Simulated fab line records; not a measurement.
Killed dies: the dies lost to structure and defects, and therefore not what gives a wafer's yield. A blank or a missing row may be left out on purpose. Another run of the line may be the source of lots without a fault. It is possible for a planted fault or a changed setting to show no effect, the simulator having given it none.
Chamber matching	flow gf180mcu	GF_V5_CVD_02 on pecvd-03 has 3 sister chambers
The step deposits SiO2 from TEOS, target thk 1450 nm, time 163.28 s. 3 wafers are shown with their chamber, then 7 later ones without.

WAFERS PAIRED WITH THEIR CHAMBERS
wafer	chamber	heater_power_w (W)
L083.4	0	493
L085.1	1	608
L085.2	2	702

WAFERS WHOSE CHAMBER IS MISSING
wafer	heater_power_w (W)
L085.3	607
L085.4	703
L085.5	561
L085.6	465
L091.2	616
L091.5	718
L091.6	483

WHICH CHAMBER EACH ONE RAN IN
wafer	from the rows above	in truth
L085.3	1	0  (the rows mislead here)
L085.4	2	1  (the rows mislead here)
L085.5	can't be placed: 1 or 0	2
L085.6	0	0
L091.2	1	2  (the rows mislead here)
L091.5	2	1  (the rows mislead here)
L091.6	0	0
2 of 7 placed correctly. These rows do not allow placing 1 (true chamber among the candidates in 0). Wrongly placed: 4.
How it was worked out, from the rows above alone: a wafer's distance from a chamber is the root of the sum, over the readings, of the square of ((its reading less the chamber's mean) divided by the reading's scatter). The wafer belongs to the nearest chamber; if the next one is less than 2 further off, it can't be placed. For every chamber, the mean is computed from those of its wafers that are shown. The scatter (one wafer shown for each chamber): square how far every hidden wafer sits from the nearest shown wafer, average those squares and take the square root.
